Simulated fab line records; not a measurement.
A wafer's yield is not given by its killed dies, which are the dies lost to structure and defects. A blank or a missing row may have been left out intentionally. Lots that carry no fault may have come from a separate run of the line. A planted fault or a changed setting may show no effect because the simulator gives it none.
Chamber matching    flow gf180mcu    rieSi-01 running GF_STI_ETCH_14: 4 sister chambers
The step etches Si in HBr/Cl2/O2, target depth 360 nm, time 102.9 s. 16 wafers are shown with their chamber, then 8 later ones without.

== EACH WAFER AND ITS CHAMBER ==
wafer   chamber  drypumpMotorCurrentA (A)  oesProductAu (a.u.)  throttleValvePct (%)
L706.1  0        6.2                       1.012                25.645
L706.2  3        5.2                       1.010                25.654
L706.6  3        5.2                       1.011                25.659
L711.3  1        6.2                       0.996                25.650
L711.4  2        4.8                       1.003                25.657
L711.6  3        5.2                       1.006                25.637
L712.3  1        6.2                       0.994                25.661
L712.4  3        5.2                       1.003                25.655
L712.6  0        6.1                       1.015                25.648
L713.1  2        4.8                       0.985                25.661
L713.3  1        6.3                       0.990                25.661
L713.6  2        4.8                       0.992                25.660
L718.4  2        4.8                       1.007                25.662
L718.5  0        6.2                       1.022                25.655
L718.6  1        6.2                       0.992                25.666
L719.1  3        5.3                       1.016                25.652

SIGNATURES (means of the wafers above)
reading               chamber 0  chamber 1  chamber 2  chamber 3  scatter within a chamber
drypumpMotorCurrentA  6.167      6.225      4.800      5.220      0.043
oesProductAu          1.01633    0.99300    0.99675    1.00920    0.0063
throttleValvePct      25.64933   25.65950   25.66000   25.65140   0.00638
Rule: a wafer lies at a distance from a chamber equal to the root of the sum of squares, over the readings, of (its reading less the chamber's mean, divided by the reading's scatter). If the next closest chamber is less than 2 further off than the closest, the wafer can't be placed; otherwise it belongs to the closest. How the scatter is found: for the shown wafers, subtract from each reading the mean of its chamber, square and add these, divide the total by (wafers less chambers), then take the root.

== WAFERS WITHOUT THEIR CHAMBER ==
wafer   drypumpMotorCurrentA (A)  oesProductAu (a.u.)  throttleValvePct (%)
L719.2  4.8                       1.004                25.659
L719.5  5.2                       1.012                25.657
L724.2  4.8                       1.003                25.661
L724.4  6.2                       1.021                25.635
L724.5  5.2                       1.010                25.646
L726.1  6.2                       0.997                25.665
L726.4  6.2                       1.020                25.640
L726.6  6.2                       1.006                25.637

== WHICH CHAMBER EACH ONE RAN IN ==
wafer   from the rows above      in truth
L719.2  2                        2
L719.5  3                        3
L724.2  2                        2
L724.4  0                        0
L724.5  3                        3
L726.1  1                        1
L726.4  0                        0
L726.6  can't be placed: 0 or 1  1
Correctly placed: 7 of 8. Unplaceable from these rows: 1, with the true chamber sitting among the candidates in 1. Number placed wrongly: 0.
